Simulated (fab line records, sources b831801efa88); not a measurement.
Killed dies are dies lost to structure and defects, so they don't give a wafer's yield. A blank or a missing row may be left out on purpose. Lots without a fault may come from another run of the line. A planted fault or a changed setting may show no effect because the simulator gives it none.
Split-lot experiment | flow sky130 | 5 lots, 23 wafers read, on a route of 708 steps

THE SPLIT
At SKY_VIA2_COAT_07 (resist thk 450 nm), the setting spin_rpm was moved away from the recipe's 3000 rpm on 8 of the 23 wafers read, by -7.0% to +3.0%. The other wafers ran this setting at the recipe's value.

FROM THE SPLIT TO THE READING: what the file shows between them, 2 steps
- SKY_VIA2_DEVELOP_11: develop time 60 s (also split here: develop_time_s)
- SKY_VIA2_ETCH_14: etches BARC in N2/H2, stops on SiO2, time 45.9 s, target depth 60 nm

THE READING
KrF-thick_of_VIA2_COAT_07.thk_nm (the simulator's own value, which no gauge read), in nm, at SKY_VIA2_ETCH_15 (etches SiO2 in C4F8/O2/Ar, stops on TiN, target depth 546 nm, time 84 s). The file gives no usual value for it. The 15 wafers here that ran the recipe average 281.5 nm, standard deviation 3.2 nm.

wafer  | tool, chamber at the split | spin_rpm as run, rpm | against the recipe | KrF-thick_of_VIA2_COAT_07.thk_nm, nm | against lot-mates on the recipe
L076.2 | litho_track-01, 0          | 2790                 | -7.0%              | 303.4                                | +21.8
L076.3 | litho_track-01, 0          | 2790                 | -7.0%              | 303.9                                | +22.2
L076.4 | litho_track-01, 0          | 3000                 | recipe             | 281.7                                | -
L076.5 | litho_track-01, 0          | 3000                 | recipe             | 281.6                                | -
L076.6 | litho_track-01, 0          | 2790                 | -7.0%              | 303.6                                | +22.0
L075.1 | litho_track-02, 0          | 3000                 | recipe             | 283.6                                | -
L075.2 | litho_track-02, 0          | 3090                 | +3.0%              | 277.2                                | -5.1
L075.3 | litho_track-02, 0          | 3090                 | +3.0%              | 274.4                                | -7.9
L075.5 | litho_track-02, 0          | 3000                 | recipe             | 281.9                                | -
L075.6 | litho_track-02, 0          | 3000                 | recipe             | 281.4                                | -
L079.3 | litho_track-03, 0          | 3000                 | recipe             | 279.9                                | -
L079.5 | litho_track-03, 0          | 3000                 | recipe             | 280.6                                | -
L079.6 | litho_track-03, 0          | 3000                 | recipe             | 283.7                                | -
L082.1 | litho_track-03, 0          | 2887                 | -3.8%              | 285.2                                | +1.1
L082.2 | litho_track-03, 0          | 2887                 | -3.8%              | 292.7                                | +8.6
L082.3 | litho_track-03, 0          | 2887                 | -3.8%              | 295.6                                | +11.5
L082.4 | litho_track-03, 0          | 3000                 | recipe             | 284.8                                | -
L082.5 | litho_track-03, 0          | 3000                 | recipe             | 283.5                                | -
L084.1 | litho_track-01, 0          | 3000                 | recipe             | 285.4                                | -
L084.2 | litho_track-01, 0          | 3000                 | recipe             | 283.1                                | -
L084.4 | litho_track-01, 0          | 3000                 | recipe             | 275.4                                | -
L084.5 | litho_track-01, 0          | 3000                 | recipe             | 273.2                                | -
L084.6 | litho_track-01, 0          | 3000                 | recipe             | 283.4                                | -

THE FIT
A straight line over all 23 wafers: KrF-thick_of_VIA2_COAT_07.thk_nm changes by -2.88 nm for each +1% of spin_rpm; r = -0.93; the points scatter about the line by 3.4 nm.
The same after taking each lot's own level away (the mean of its wafers on the recipe; 23 wafers): -2.79 nm for each +1%; r = -0.92; scatter 3.5 nm.
On that fit, the largest move of spin_rpm shifts the reading by 20 nm.
The lots' own levels span 280.10 to 284.15 nm, that is 1.3 times the standard deviation above.
So the lot-to-lot level changes the slope little: the two slopes agree.
Check: with one of the wafers moved furthest among these (-7.0%) left out of the fit, the line predicts +18.9 nm for it against its lot-mates. It came out at +21.8 nm against them.

OTHER SPLITS ON THESE WAFERS
These wafers also went through other splits before the reading. Each is held against what the fit with the lots' levels taken away leaves over:
other split on the same wafers                   | wafers away from the commonest value | r with KrF-thick_of_VIA2_COAT_07.thk_nm (lot level and that fit taken away)
SKY_LOCAL_INTERCONNECT_DEVELOP_10 develop_time_s | 8                                    | -0.31
SKY_CONTACT_CMP_27 t_overpolish_s                | 8                                    | +0.01
SKY_VIA1_HDPCVD_00 sih4_flow_sccm                | 8                                    | -0.06
SKY_METAL2_SPUTTER_02 time_s                     | 9                                    | -0.21
SKY_METAL2_ETCH_18 time_s                        | 6                                    | +0.09
SKY_VIA2_DEVELOP_11 develop_time_s               | 7                                    | -0.01

THE WHOLE CHAIN: every reading that the file lists as answering this split, in the file's order
step              | what it does                                                            | reading                                                                           | change (the file's fit)              | r (the file's)
SKY_VIA2_COAT_07  | resist thk 450 nm                                                       | KrF-thick_of_VIA2_COAT_07.thk_nm (the simulator's own value, which no gauge read) | -2.19 nm for each +1% of the setting | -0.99
SKY_VIA2_ETCH_14  | etches BARC in N2/H2, stops on SiO2, time 45.9 s, target depth 60 nm    | KrF-thick_of_VIA2_COAT_07.thk_nm (the simulator's own value, which no gauge read) | -2.34 nm for each +1% of the setting | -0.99
SKY_VIA2_ETCH_15  | etches SiO2 in C4F8/O2/Ar, stops on TiN, target depth 546 nm, time 84 s | KrF-thick_of_VIA2_COAT_07.thk_nm (the simulator's own value, which no gauge read) | -2.77 nm for each +1% of the setting | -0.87
SKY_VIA2_STRIP_16 | strips in O2/N2                                                         | strip_time_to_endpoint_s                                                          | withheld for each +1% of the setting | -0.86

THE FILE'S OWN FIT
KrF-thick_of_VIA2_COAT_07.thk_nm changes by -2.77 nm for each +1% of spin_rpm, r = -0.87.
